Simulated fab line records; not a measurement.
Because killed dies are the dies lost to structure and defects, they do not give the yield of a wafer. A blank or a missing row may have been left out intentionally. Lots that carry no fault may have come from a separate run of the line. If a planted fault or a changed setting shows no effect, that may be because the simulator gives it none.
Shared-tool check :: flow sky130 :: Sampled: 13 lots, 39 wafers

## WHY THIS WAS OPENED
At SKY_POLY_GATE_THK_MEAS_01 the reading POLY_GATE_CVD_00_THK is flagged on 1 of 13 lots. Wafers without a fault read 179.8 nm, standard deviation 2.2.
Rule: a lot is flagged when every wafer of it that has a number lies more than 4 standard deviations from that mean, or none has a number. The rest of the lots are taken to be sound.

lot: L921
measured: day 14 08:22
on: film_metro-04
POLY_GATE_CVD_00_THK (nm), wafer by wafer: 178.4 178.2 179.0
flag: 

lot: L922
measured: day 14 15:13
on: film_metro-01
POLY_GATE_CVD_00_THK (nm), wafer by wafer: 180.4 179.4 178.7
flag: 

lot: L923
measured: day 15 00:03
on: film_metro-04
POLY_GATE_CVD_00_THK (nm), wafer by wafer: 174.5 175.1 176.9
flag: 

lot: L924
measured: day 15 02:49
on: film_metro-01
POLY_GATE_CVD_00_THK (nm), wafer by wafer: 181.2 180.5 180.6
flag: 

lot: L925
measured: day 15 09:41
on: film_metro-04
POLY_GATE_CVD_00_THK (nm), wafer by wafer: 178.4 181.1 179.8
flag: 

lot: L926
measured: day 15 18:19
on: film_metro-01
POLY_GATE_CVD_00_THK (nm), wafer by wafer: 177.2 177.8 178.0
flag: 

lot: L927
measured: day 16 02:13
on: film_metro-03
POLY_GATE_CVD_00_THK (nm), wafer by wafer: 177.5 176.7 176.8
flag: 

lot: L928
measured: day 16 13:53
on: film_metro-04
POLY_GATE_CVD_00_THK (nm), wafer by wafer: 177.9 178.1 175.5
flag: 

lot: L931
measured: day 17 08:35
on: film_metro-04
POLY_GATE_CVD_00_THK (nm), wafer by wafer: 180.1 179.6 180.2
flag: 

lot: L935
measured: day 18 23:06
on: film_metro-04
POLY_GATE_CVD_00_THK (nm), wafer by wafer: 179.5 180.4 181.3
flag: 

lot: L937
measured: day 19 18:14
on: film_metro-03
POLY_GATE_CVD_00_THK (nm), wafer by wafer: 197.0 197.5 197.8
flag: FLAGGED

lot: L939
measured: day 20 03:34
on: film_metro-03
POLY_GATE_CVD_00_THK (nm), wafer by wafer: 179.1 180.0 179.5
flag: 

lot: L941
measured: day 20 23:52
on: film_metro-01
POLY_GATE_CVD_00_THK (nm), wafer by wafer: 182.0 181.0 182.1
flag: 
The mean of the flagged lots' numbers is 197.4 nm, +17.6 nm from the usual (+8 standard deviations).

## TOOL THAT RAN EACH LOT
The record holds 1 process step before the reading, out of a route of 708 steps. Cell contents, in order: the tool; ch with the chambers the sampled wafers went through; the start.
lot: L921
flag: 
SKY_POLY_GATE_CVD_00: lpcvd-01 ch 0, day 14 07:10

lot: L922
flag: 
SKY_POLY_GATE_CVD_00: lpcvd-01 ch 0, day 14 14:01

lot: L923
flag: 
SKY_POLY_GATE_CVD_00: lpcvd-01 ch 0, day 14 22:50

lot: L924
flag: 
SKY_POLY_GATE_CVD_00: lpcvd-01 ch 1, day 15 01:37

lot: L925
flag: 
SKY_POLY_GATE_CVD_00: lpcvd-01 ch 0, day 15 08:29

lot: L926
flag: 
SKY_POLY_GATE_CVD_00: lpcvd-01 ch 0, day 15 17:05

lot: L927
flag: 
SKY_POLY_GATE_CVD_00: lpcvd-01 ch 0, day 16 01:00

lot: L928
flag: 
SKY_POLY_GATE_CVD_00: lpcvd-01 ch 0, day 16 12:40

lot: L931
flag: 
SKY_POLY_GATE_CVD_00: lpcvd-01 ch 1, day 17 07:23

lot: L935
flag: 
SKY_POLY_GATE_CVD_00: lpcvd-01 ch 1, day 18 21:54

lot: L937
flag: FLAGGED
SKY_POLY_GATE_CVD_00: lpcvd-01 ch 0, day 19 17:01

lot: L939
flag: 
SKY_POLY_GATE_CVD_00: lpcvd-01 ch 1, day 20 02:22

lot: L941
flag: 
SKY_POLY_GATE_CVD_00: lpcvd-01 ch 1, day 20 22:40
What the steps here do:
- SKY_POLY_GATE_CVD_00: deposits poly-Si, target thk 180 nm, time 720 s.
- SKY_POLY_GATE_THK_MEAS_01

## FLAGGED OVER TOTAL, TOOL BY TOOL (the gauges that took the reading come last)
step: SKY_POLY_GATE_CVD_00
tool: lpcvd-01
lots run: 13
flagged: 1
share of the flagged lots: all
sound lots run after its first flagged lot: 2 (L939,L941)

step: SKY_POLY_GATE_THK_MEAS_01
tool: film_metro-01
lots run: 4
flagged: 0
share of the flagged lots: none
sound lots run after its first flagged lot: -

step: SKY_POLY_GATE_THK_MEAS_01
tool: film_metro-03
lots run: 3
flagged: 1
share of the flagged lots: all
sound lots run after its first flagged lot: 1 (L939)

step: SKY_POLY_GATE_THK_MEAS_01
tool: film_metro-04
lots run: 6
flagged: 0
share of the flagged lots: none
sound lots run after its first flagged lot: -

## WHAT THE TABLE PERMITS
Table rows that saw every flagged lot: 2, namely lpcvd-01 at SKY_POLY_GATE_CVD_00 and film_metro-03 at SKY_POLY_GATE_THK_MEAS_01.
- lpcvd-01 at SKY_POLY_GATE_CVD_00: 1 of its 13 lots flagged. Lots that were sound ran on it after the first flagged one (L939, L941); a persistent fault on the entire tool would not allow that. Its own readings lie more than 4 standard deviations out on every wafer of the flagged lots: susceptor_temp_C.
- film_metro-03 at SKY_POLY_GATE_THK_MEAS_01: 1 of its 3 lots flagged. Lots that were sound ran on it after the first flagged one (L939); a persistent fault on the entire tool would not allow that.
No row of the table ran every flagged lot and no sound lot after the first.

## WHAT THE SIMULATOR PUT IN
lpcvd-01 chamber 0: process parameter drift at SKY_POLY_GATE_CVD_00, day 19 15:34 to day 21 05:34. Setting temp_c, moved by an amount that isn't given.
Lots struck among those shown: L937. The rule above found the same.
